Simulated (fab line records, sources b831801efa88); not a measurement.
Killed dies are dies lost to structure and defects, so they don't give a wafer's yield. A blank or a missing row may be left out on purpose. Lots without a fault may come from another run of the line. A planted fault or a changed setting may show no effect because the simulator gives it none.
A struck lot beside a sound one | flow sfq_line | 20 steps out of a route of 325
Sound: wafers L670.1, L670.3, L670.4. Struck: wafers L682.2, L682.5. The cause comes at the end.
At each step with rows: each side's tool, then ch and its chambers, then its first start. Under that, the readings that differ: sound wafers | struck wafers | difference of the means | sigmas: that difference in standard deviations of wafers without a fault.
alike: readings whose means differ by less than 2 such deviations, and words and numbers that are the same on both sides. not compared: withheld readings, readings that some wafer has no value for, bounds like >300 that may hide the same value, and numbers for which the record gives no deviation and whose values overlap.
The two part at a step that has a row with sigmas, a row that says differs or no value, or rows on one side only. Numbers that don't overlap but have no deviation are shown without sigmas and don't part them. A reading that every wafer of one side lacks parts them only if that side has two wafers or more.

first, 3 steps without rows for these wafers: SFQ_TRILAYER_C5_LITHO_EXPOSE_152 (exposes mask C5, target cd 500 nm); SFQ_TRILAYER_C5_LITHO_PEB_154 (peb time 60 s); SFQ_TRILAYER_C5_LITHO_DEVELOP_153 (time 60 s).
SFQ_C5_OVL_MEAS_937:
  sound on overlay-02, day 70 19:34; struck on overlay-02, day 72 05:02
  alike: C5_OVL
SFQ_TRILAYER_C5_BARC_OPEN_VIA_ETCH_210: etches BARC in O2, target depth 125 nm, time 41.7 s.
  sound on rie_diel-03 ch 0,2,3, day 70 19:36; struck on rie_diel-01 ch 1,2, day 72 05:04
  alike: drypump_motor_current_A, oes_product_au, rf_fwd_power_W
  not compared: rf_hours_counter_h
SFQ_TRILAYER_C5_ETCH_VIA_ETCH_154: etches SiO2 in CHF3, stops on Nb, target depth 84 nm.
  sound on rie_diel-03 ch 0,2,3, day 70 19:38; struck on rie_diel-01 ch 1,2, day 72 05:07
  alike: drypump_motor_current_A, oes_product_au, rf_fwd_power_W
SFQ_TRILAYER_C5_STRIP_STRIP_155: strips in O2.
  sound on rie_metal-02 ch 0,1, day 70 19:41; struck on rie_metal-01 ch 0, day 72 05:09
  alike: drypump_motor_current_A, oes_product_au
  not compared: rf_hours_counter_h
then, 2 steps without rows for these wafers: SFQ_TRILAYER_C5_STRIP_SOLV_CLEAN_156 (cleans in NMP, time 600 s); SFQ_TRILAYER_M6_DEP_PRE_CLEAN_158 (time 22.5 s).
SFQ_TRILAYER_M6_DEP_SPUTTER_157: material Nb, target thk 200 nm, time 133.3 s.
  sound on pvd_sputter-03, day 70 20:31; struck on pvd_sputter-03, day 72 05:58
  alike: throttle_valve_pct
SFQ_M6_RS_MEAS_938: measures by four-point-probe.
  sound on film_metro-04, day 70 20:36; struck on film_metro-03, day 72 06:04
  alike: M6_NB_RS
SFQ_TRILAYER_M6_LITHO_COAT_164: resist thk 62 nm.
  sound on litho_track-02 ch 0, day 70 20:47; struck on litho_track-03 ch 0, day 72 06:17
  reading                                              | sound             | struck      | difference | sigmas
  model.BARC_of_TRILAYER_M6_LITHO_COAT_164.thk_nm (nm) | 62.06 62.23 62.26 | 65.99 66.04 | +3.83      |
  alike: exhaust_pa
then, 5 steps without rows for these wafers: SFQ_TRILAYER_M6_LITHO_COAT_159 (resist thk 600 nm); SFQ_TRILAYER_M6_LITHO_SOFTBAKE_163; SFQ_TRILAYER_M6_LITHO_EXPOSE_160 (exposes mask M6, target cd 500 nm); SFQ_TRILAYER_M6_LITHO_PEB_162 (peb time 60 s); SFQ_TRILAYER_M6_LITHO_DEVELOP_161 (time 60 s).
-- the record jumps here: 4 days lie between the struck wafers' starts before and after --
SFQ_M6_OVL_MEAS_940:
  sound on overlay-01, day 71 00:07; struck on overlay-01, day 76 16:32
  alike: M6_OVL
SFQ_TRILAYER_M6_BARC_OPEN_METAL_ETCH_206: etches BARC in O2, target depth 125 nm, time 41.7 s.
  sound on rie_metal-02 ch 0,1, day 71 00:08; struck on rie_metal-02 ch 0, day 76 16:34
  reading                  | sound             | struck      | difference | sigmas
  oes_product_au (a.u.)    | 0.688 0.676 0.694 | 0.708 0.716 | +0.026     | +5
  model.etch.depth_nm (nm) | 62.06 62.23 62.26 | 65.99 66.04 | +3.83      |
  alike: drypump_motor_current_A, rf_fwd_power_W
  not compared: rf_hours_counter_h
SFQ_TRILAYER_M6_ETCH_METAL_ETCH_162: etches Nb in Cl2/Ar, stops on SiO2, target depth 240 nm, time 120 s.
  sound on rie_metal-02 ch 0,1, day 71 00:12; struck on rie_metal-02 ch 0, day 76 16:38
  alike: drypump_motor_current_A, oes_product_au, rf_fwd_power_W
  not compared: rf_hours_counter_h

WHERE THEY PART
Only at SFQ_TRILAYER_M6_BARC_OPEN_METAL_ETCH_206, within this record. Later steps at which nothing parts them and some readings are alike: SFQ_TRILAYER_M6_ETCH_METAL_ETCH_162.

WHY: what the simulator had put in
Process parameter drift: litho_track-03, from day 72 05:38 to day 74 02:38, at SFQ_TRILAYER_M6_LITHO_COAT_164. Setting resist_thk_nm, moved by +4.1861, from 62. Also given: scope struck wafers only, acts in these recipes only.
